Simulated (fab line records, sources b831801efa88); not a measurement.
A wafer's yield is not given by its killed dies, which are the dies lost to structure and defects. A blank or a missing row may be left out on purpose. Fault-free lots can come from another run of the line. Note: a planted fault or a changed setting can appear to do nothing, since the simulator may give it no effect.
Which of the tools did it? || flow gf180mcu || 13 lots with 39 wafers sampled at 2 steps, on a route of 602 steps

## WHAT THE GAUGES READ, wafer by wafer
GF_V4_BOW_MEAS_05.
{"lot": "L426", "measured": "day 23 17:13", "on": "film-metro-04", "V4_BOW (um)": "145 155 143"}
{"lot": "L428", "measured": "day 24 05:16", "on": "film-metro-01", "V4_BOW (um)": "151 153 141"}
{"lot": "L429", "measured": "day 24 22:17", "on": "film-metro-01", "V4_BOW (um)": "135 150 132"}
{"lot": "L430", "measured": "day 25 02:30", "on": "film-metro-02", "V4_BOW (um)": "122 129 122"}
{"lot": "L431", "measured": "day 25 14:06", "on": "film-metro-01", "V4_BOW (um)": "136 139 139"}
{"lot": "L432", "measured": "day 25 18:15", "on": "film-metro-02", "V4_BOW (um)": "140 133 141"}
{"lot": "L433", "measured": "day 25 21:17", "on": "film-metro-01", "V4_BOW (um)": "116 133 130"}
{"lot": "L434", "measured": "day 26 02:11", "on": "film-metro-01", "V4_BOW (um)": "136 137 128"}
{"lot": "L436", "measured": "day 27 02:19", "on": "film-metro-02", "V4_BOW (um)": "136 136 138"}
{"lot": "L442", "measured": "day 28 15:55", "on": "film-metro-01", "V4_BOW (um)": "137 131 136"}
{"lot": "L443", "measured": "day 28 17:33", "on": "film-metro-01", "V4_BOW (um)": "115 125 135"}
{"lot": "L444", "measured": "day 29 08:37", "on": "film-metro-04", "V4_BOW (um)": "126 135 137"}
{"lot": "L446", "measured": "day 29 18:59", "on": "film-metro-02", "V4_BOW (um)": "137 137 135"}

## EACH LOT AND THE TOOL THAT RAN IT (in order: tool; ch and the chambers of the sampled wafers; start)
{"lot": "L426", "GF_V2_SPUTTER_21": "pvd-sputter-02, day 20 12:23"}
{"lot": "L428", "GF_V2_SPUTTER_21": "pvd-sputter-03, day 21 02:17"}
{"lot": "L429", "GF_V2_SPUTTER_21": "pvd-sputter-03, day 21 20:20"}
{"lot": "L430", "GF_V2_SPUTTER_21": "pvd-sputter-03, day 22 02:38"}
{"lot": "L431", "GF_V2_SPUTTER_21": "pvd-sputter-03, day 22 13:44"}
{"lot": "L432", "GF_V2_SPUTTER_21": "pvd-sputter-03, day 22 18:29"}
{"lot": "L433", "GF_V2_SPUTTER_21": "pvd-sputter-03, day 22 22:53"}
{"lot": "L434", "GF_V2_SPUTTER_21": "pvd-sputter-03, day 23 03:42"}
{"lot": "L436", "GF_V2_SPUTTER_21": "pvd-sputter-03, day 24 06:19"}
{"lot": "L442", "GF_V2_SPUTTER_21": "pvd-sputter-01, day 25 23:08"}
{"lot": "L443", "GF_V2_SPUTTER_21": "pvd-sputter-03, day 25 23:47"}
{"lot": "L444", "GF_V2_SPUTTER_21": "pvd-sputter-03, day 26 15:48"}
{"lot": "L446", "GF_V2_SPUTTER_21": "pvd-sputter-03, day 27 03:12"}
- GF_V2_SPUTTER_21: material Ti, target thk 15 nm, time 80.02 s.

## WHAT THE TOOLS THEMSELVES READ (means of the sampled wafers that have a number; where no wafer has one, the mark that the record gives instead)
GF_V2_SPUTTER_21.
{"lot": "L426", "tool": "pvd-sputter-02", "throttle-valve-pct (%)": 30.3}
{"lot": "L428", "tool": "pvd-sputter-03", "throttle-valve-pct (%)": 30.0}
{"lot": "L429", "tool": "pvd-sputter-03", "throttle-valve-pct (%)": 29.4}
{"lot": "L430", "tool": "pvd-sputter-03", "throttle-valve-pct (%)": 30.1}
{"lot": "L431", "tool": "pvd-sputter-03", "throttle-valve-pct (%)": 30.2}
{"lot": "L432", "tool": "pvd-sputter-03", "throttle-valve-pct (%)": 29.6}
{"lot": "L433", "tool": "pvd-sputter-03", "throttle-valve-pct (%)": 30.1}
{"lot": "L434", "tool": "pvd-sputter-03", "throttle-valve-pct (%)": 29.8}
{"lot": "L436", "tool": "pvd-sputter-03", "throttle-valve-pct (%)": 30.0}
{"lot": "L442", "tool": "pvd-sputter-01", "throttle-valve-pct (%)": 29.4}
{"lot": "L443", "tool": "pvd-sputter-03", "throttle-valve-pct (%)": 29.6}
{"lot": "L444", "tool": "pvd-sputter-03", "throttle-valve-pct (%)": 30.0}
{"lot": "L446", "tool": "pvd-sputter-03", "throttle-valve-pct (%)": 29.8}

## THE ANSWER, worked out from the rows above alone
Rule: the usual values come from the lots themselves. Put in order of their means at a reading, lots are off if they are a third of the lots or fewer, leave a main group of 4 or more, and stand apart from it by a gap of 3 or more times the standard deviation of the main group's means; of several such gaps the widest counts. A main group whose means are all the same, to the digits that the tables above print for the reading, isn't used. Also off: a lot with no number at a reading for which 4 or more lots have one. The other lots that the step has rows for count as sound. Order of review: gauges by route order, followed by the tools' own readings, for which a lot's mean as printed above is used. The first step at which some lot is off is used, and at that step the reading that is off furthest; a lot without a number counts as furthest.
No lot is off on any of the readings shown, so nothing can be concluded from this.

## WHAT HAD BEEN PUT IN BY THE SIMULATOR
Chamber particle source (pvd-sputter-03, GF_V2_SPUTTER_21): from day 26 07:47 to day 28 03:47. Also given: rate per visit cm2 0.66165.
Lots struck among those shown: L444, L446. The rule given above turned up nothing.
